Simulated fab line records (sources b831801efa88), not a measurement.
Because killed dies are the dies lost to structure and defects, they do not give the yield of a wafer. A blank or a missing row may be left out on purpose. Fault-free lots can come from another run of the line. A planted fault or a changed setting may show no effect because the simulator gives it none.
A struck lot beside a sound one | flow sky130 | 15 out of 708 route steps
Sound: wafers L416.1, L416.3, L416.5. Struck: wafers L423.4, L423.5, L423.6. The cause is given at the end.
Per side, at each step with rows, come the tool, then ch with its chambers, and then its first start. Under that, the readings that differ: sound wafers | struck wafers | difference of the means | sigmas: that difference in standard deviations of wafers without a fault.
alike: a reading whose means differ by less than 2 such deviations, as well as words and numbers matching on both sides. not compared: withheld readings; readings where some wafer has no value; bounds like >300 that might hide an equal value; numbers whose values overlap and for which the record gives no deviation.
The two part at a step that has a row with sigmas, a row that says differs or no value, or rows on one side only. When numbers do not overlap yet have no deviation, they are printed without sigmas and do not part them. A reading missing from all wafers of one side parts the sides only when that side holds two or more wafers.

first, 5 steps without rows for these wafers: SKY_LDD_HVN_COAT_02 (resist thk 300 nm); SKY_LDD_HVN_SOFTBAKE_03 (time 60 s); SKY_LDD_HVN_EXPOSE_04 (exposes mask HVNTM, target cd 700 nm); SKY_LDD_HVN_PEB_05; SKY_LDD_HVN_DEVELOP_06 (develop time 60 s).
SKY_LDD_HVN_OVL_MEAS_07:
  struck on overlay-01, day 24 12:06; sound on overlay-01, day 22 00:11
  alike: LDD_HVN_OVL
after that, 1 step had no rows for these wafers: SKY_LDD_HVN_IMPLANT_08.
SKY_LDD_HVN_STRIP_09: strips in O2/N2.
  sound on plasma asher-04 ch 0,1, day 22 00:23; struck on plasma asher-02 ch 0,1, day 24 12:18
  alike: drypump motor current A, oes product au, strip time to endpoint s
  not compared: rf hours counter h
SKY_LDD_HVN_TW_MEAS_10:
  struck on film metro-03, day 24 12:23; sound on film metro-04, day 22 00:29
  alike: LDD_HVN_TW
then, 3 steps without rows for these wafers: SKY_LDD_HVP_DEHYDRATE_00 (time 60 s); SKY_LDD_HVP_HMDS_01 (prime time 60 s); SKY_LDD_HVP_COAT_02 (resist thk 300 nm).
SKY_LDD_HVP_SOFTBAKE_03: time 60 s.
  sound on litho track-02 ch 0, day 22 16:11; struck on litho track-03 ch 0, day 25 03:59
  reading                  | sound             | struck            | difference | sigmas
  heater power total W (W) | 56.55 56.64 56.57 | 57.38 57.34 57.43 | +0.80      | +16
  plate temp C (C)         | 90.05 90.30 90.15 | 90.92 90.82 90.61 | +0.62      | +5
then, 1 step without rows for these wafers: SKY_LDD_HVP_EXPOSE_04 (exposes mask HVPTM, target cd 700 nm).
-- here the record skips 24 days between the struck wafers' starts before and after, leaving off in module LDD_HVP and picking up in module PAD_OPEN (first step shown: number 708 of the route) --
SKY_PAD_OPEN_PROBE_99:
  struck on prober-02, day 48 17:26; sound on prober-01, day 46 22:29
  alike: killed_at_M0_to_M3, killed_at_M4_up, killed at contacts, killed at front end, killed at other, killed dies, killed open, killed short

== WHERE THEY PART ==
Only at SKY_LDD_HVP_SOFTBAKE_03, within this record. Later steps at which nothing parts them and some readings are alike: SKY_PAD_OPEN_PROBE_99.

WHY: whatever the simulator had introduced
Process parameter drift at SKY_LDD_HVP_SOFTBAKE_03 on litho track-03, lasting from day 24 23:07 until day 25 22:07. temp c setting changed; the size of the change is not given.
